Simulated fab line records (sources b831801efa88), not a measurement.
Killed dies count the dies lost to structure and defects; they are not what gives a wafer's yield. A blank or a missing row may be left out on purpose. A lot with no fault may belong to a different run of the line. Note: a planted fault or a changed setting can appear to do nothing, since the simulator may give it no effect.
The tool behind it: which one? / flow gf180mcu / 42 wafers from 14 lots sampled at 5 of the route's 602 steps

== WHAT EACH GAUGE READ, for each wafer ==
GF_STI_BOW_MEAS_00.
lot=L533; measured=day 1 10:00; on=film_metro-03; INCOMING_BOW (um)=4 -13 -2
lot=L534; measured=day 1 15:00; on=film_metro-03; INCOMING_BOW (um)=-10 -10 1
lot=L535; measured=day 1 20:01; on=film_metro-04; INCOMING_BOW (um)=-3 9 -10
lot=L536; measured=day 2 01:02; on=film_metro-02; INCOMING_BOW (um)=10 -6 13
lot=L538; measured=day 2 11:01; on=film_metro-03; INCOMING_BOW (um)=-8 2 0
lot=L539; measured=day 2 16:00; on=film_metro-02; INCOMING_BOW (um)=7 -1 -4
lot=L540; measured=day 2 21:02; on=film_metro-03; INCOMING_BOW (um)=7 5 1
lot=L542; measured=day 3 07:00; on=film_metro-02; INCOMING_BOW (um)=3 1 -9
lot=L543; measured=day 3 12:02; on=film_metro-02; INCOMING_BOW (um)=1 -7 -9
lot=L548; measured=day 4 13:00; on=film_metro-04; INCOMING_BOW (um)=11 0 -4
lot=L549; measured=day 4 18:00; on=film_metro-03; INCOMING_BOW (um)=9 6 -6
lot=L550; measured=day 4 23:00; on=film_metro-04; INCOMING_BOW (um)=-4 4 2
lot=L553; measured=day 5 14:01; on=film_metro-02; INCOMING_BOW (um)=3 -6 0
lot=L556; measured=day 6 05:02; on=film_metro-04; INCOMING_BOW (um)=-2 2 -3

GF_NWELL_OVL_MEAS_07.
lot=L533; measured=day 3 07:31; on=overlay-01; NWELL_OVL (nm)=-2.8 0.1 -1.6
lot=L534; measured=day 3 11:30; on=overlay-01; NWELL_OVL (nm)=0.5 -0.6 -1.3
lot=L535; measured=day 3 20:52; on=overlay-01; NWELL_OVL (nm)=2.4 1.3 -2.3
lot=L536; measured=day 4 06:13; on=overlay-02; NWELL_OVL (nm)=0.3 1.7 2.5
lot=L538; measured=day 4 20:19; on=overlay-01; NWELL_OVL (nm)=-1.1 -0.2 -1.5
lot=L539; measured=day 5 01:28; on=overlay-01; NWELL_OVL (nm)=2.6 3.2 1.1
lot=L540; measured=day 5 00:47; on=overlay-02; NWELL_OVL (nm)=-1.3 0.1 -1.3
lot=L542; measured=day 5 17:11; on=overlay-01; NWELL_OVL (nm)=-1.6 0.6 -1.6
lot=L543; measured=day 5 16:29; on=overlay-01; NWELL_OVL (nm)=-1.2 -1.3 -1.2
lot=L548; measured=day 6 19:54; on=overlay-01; NWELL_OVL (nm)=-85.6 -83.7 -84.2
lot=L549; measured=day 7 01:01; on=overlay-01; NWELL_OVL (nm)=-86.8 -85.5 -85.5
lot=L550; measured=day 7 05:59; on=overlay-01; NWELL_OVL (nm)=2.8 0.9 2.8
lot=L553; measured=day 7 21:35; on=overlay-01; NWELL_OVL (nm)=4.2 2.1 2.7
lot=L556; measured=day 8 13:53; on=overlay-01; NWELL_OVL (nm)=0.7 0.5 -0.5

GF_CONTACT_BOW_MEAS_05.
lot=L533; measured=day 15 10:56; on=film_metro-02; CONTACT_BOW (um)=71 53 64
lot=L534; measured=day 15 16:08; on=film_metro-01; CONTACT_BOW (um)=52 54 64
lot=L535; measured=day 16 07:01; on=film_metro-04; CONTACT_BOW (um)=62 74 55
lot=L536; measured=day 16 23:32; on=film_metro-04; CONTACT_BOW (um)=81 63 82
lot=L538; measured=day 17 23:17; on=film_metro-02; CONTACT_BOW (um)=58 67 65
lot=L539; measured=day 18 07:41; on=film_metro-04; CONTACT_BOW (um)=75 67 65
lot=L540; measured=day 18 03:11; on=film_metro-01; CONTACT_BOW (um)=75 74 70
lot=L542; measured=day 19 08:11; on=film_metro-04; CONTACT_BOW (um)=65 65 56
lot=L543; measured=day 19 02:55; on=film_metro-01; CONTACT_BOW (um)=67 57 54
lot=L548; measured=day 21 13:19; on=film_metro-02; CONTACT_BOW (um)=73 63 59
lot=L549; measured=day 21 11:09; on=film_metro-02; CONTACT_BOW (um)=77 73 62
lot=L550; measured=day 21 17:48; on=film_metro-04; CONTACT_BOW (um)=62 71 68
lot=L553; measured=day 22 18:07; on=film_metro-02; CONTACT_BOW (um)=66 58 63
lot=L556; measured=day 23 16:17; on=film_metro-01; CONTACT_BOW (um)=62 65 61

== EACH LOT AND THE TOOL THAT RAN IT (in order: tool; ch and the chambers of the sampled wafers; start) ==
lot=L533; GF_NWELL_EXPOSE_04=iline_stepper-02 ch 0, day 3 01:32; GF_SALICIDE_RTA_08=rtp_anneal-02 ch 0, day 15 10:18
lot=L534; GF_NWELL_EXPOSE_04=iline_stepper-02 ch 0, day 3 05:48; GF_SALICIDE_RTA_08=rtp_anneal-02 ch 0, day 15 15:30
lot=L535; GF_NWELL_EXPOSE_04=iline_stepper-02 ch 0, day 3 14:44; GF_SALICIDE_RTA_08=rtp_anneal-01 ch 0, day 16 06:23
lot=L536; GF_NWELL_EXPOSE_04=iline_stepper-01 ch 0, day 3 23:08; GF_SALICIDE_RTA_08=rtp_anneal-01 ch 0, day 16 22:54
lot=L538; GF_NWELL_EXPOSE_04=iline_stepper-02 ch 0, day 4 12:55; GF_SALICIDE_RTA_08=rtp_anneal-01 ch 0, day 17 22:39
lot=L539; GF_NWELL_EXPOSE_04=iline_stepper-01 ch 0, day 4 17:56; GF_SALICIDE_RTA_08=rtp_anneal-01 ch 0, day 18 07:03
lot=L540; GF_NWELL_EXPOSE_04=iline_stepper-02 ch 0, day 4 17:38; GF_SALICIDE_RTA_08=rtp_anneal-01 ch 0, day 18 02:33
lot=L542; GF_NWELL_EXPOSE_04=iline_stepper-01 ch 0, day 5 09:37; GF_SALICIDE_RTA_08=rtp_anneal-01 ch 0, day 19 07:32
lot=L543; GF_NWELL_EXPOSE_04=iline_stepper-02 ch 0, day 5 09:20; GF_SALICIDE_RTA_08=rtp_anneal-01 ch 0, day 19 02:17
lot=L548; GF_NWELL_EXPOSE_04=iline_stepper-02 ch 0, day 6 12:20; GF_SALICIDE_RTA_08=rtp_anneal-01 ch 0, day 21 12:41
lot=L549; GF_NWELL_EXPOSE_04=iline_stepper-02 ch 0, day 6 17:41; GF_SALICIDE_RTA_08=rtp_anneal-01 ch 0, day 21 10:14
lot=L550; GF_NWELL_EXPOSE_04=iline_stepper-01 ch 0, day 6 22:14; GF_SALICIDE_RTA_08=rtp_anneal-01 ch 0, day 21 17:10
lot=L553; GF_NWELL_EXPOSE_04=iline_stepper-01 ch 0, day 7 13:36; GF_SALICIDE_RTA_08=rtp_anneal-01 ch 0, day 22 17:29
lot=L556; GF_NWELL_EXPOSE_04=iline_stepper-01 ch 0, day 8 06:07; GF_SALICIDE_RTA_08=rtp_anneal-02 ch 0, day 23 15:39
- GF_NWELL_EXPOSE_04: exposes mask Nwell, target cd 860 nm.
- GF_SALICIDE_RTA_08: time 30 s.

== WHAT THE TOOLS THEMSELVES READ (means of the sampled wafers that have a number; where no wafer has one, the mark that the record gives instead) ==
GF_SALICIDE_RTA_08.
lot=L533; tool=rtp_anneal-02; lamp_power_pct (%)=16.7; wafer_temp_C_max=805.7
lot=L534; tool=rtp_anneal-02; lamp_power_pct (%)=16.8; wafer_temp_C_max=804.0
lot=L535; tool=rtp_anneal-01; lamp_power_pct (%)=18.3; wafer_temp_C_max=803.5
lot=L536; tool=rtp_anneal-01; lamp_power_pct (%)=18.3; wafer_temp_C_max=803.6
lot=L538; tool=rtp_anneal-01; lamp_power_pct (%)=18.3; wafer_temp_C_max=803.6
lot=L539; tool=rtp_anneal-01; lamp_power_pct (%)=18.3; wafer_temp_C_max=803.9
lot=L540; tool=rtp_anneal-01; lamp_power_pct (%)=18.3; wafer_temp_C_max=803.8
lot=L542; tool=rtp_anneal-01; lamp_power_pct (%)=18.3; wafer_temp_C_max=803.5
lot=L543; tool=rtp_anneal-01; lamp_power_pct (%)=18.3; wafer_temp_C_max=803.3
lot=L548; tool=rtp_anneal-01; lamp_power_pct (%)=18.3; wafer_temp_C_max=803.7
lot=L549; tool=rtp_anneal-01; lamp_power_pct (%)=18.3; wafer_temp_C_max=803.2
lot=L550; tool=rtp_anneal-01; lamp_power_pct (%)=18.3; wafer_temp_C_max=802.3
lot=L553; tool=rtp_anneal-01; lamp_power_pct (%)=18.3; wafer_temp_C_max=803.1
lot=L556; tool=rtp_anneal-02; lamp_power_pct (%)=16.7; wafer_temp_C_max=804.4

== THE ANSWER, worked out from the rows above alone ==
Rule: what is usual is taken from the lots themselves. Put in order of their means at a reading, lots are off if they are a third of the lots or fewer, leave a main group of 4 or more, and stand apart from it by a gap of 3 or more times the standard deviation of the main group's means; of several such gaps the widest counts. If all means in a main group match to the digits the tables above print for the reading, that group is not used. A lot without any number at a reading at which 4 lots or more have one is off too. All remaining lots with rows at the step are treated as sound. After the gauges, taken in route order, come the tools' own readings; for these a lot's mean is taken, as printed above. At the first step where some lot is off, the reading lying furthest off is the one used; lots without a number count as furthest.
Off: L548, L549, seen at GF_NWELL_OVL_MEAS_07 (NWELL_OVL). Mean 0.3 nm and standard deviation 1.5 in the main group.
A tool fits if, at a process step before that reading, it ran every lot that is off, and no sound lot after the first of them. Those tools and the gauges at GF_NWELL_OVL_MEAS_07 are tried in the same way. One fits: GF_NWELL_EXPOSE_04 on iline_stepper-02. Its last sound lot is L543 (day 5 09:20), its first lot that is off L548 (day 6 12:20): a fault that began between those two fits.

== WHAT WAS PUT IN BY THE SIMULATOR ==
Scanner matching overlay: iline_stepper-02, from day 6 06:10 on, at GF_NWELL_EXPOSE_04. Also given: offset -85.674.
Shown lots that were struck: L548, L549. Same finding as the rule above.
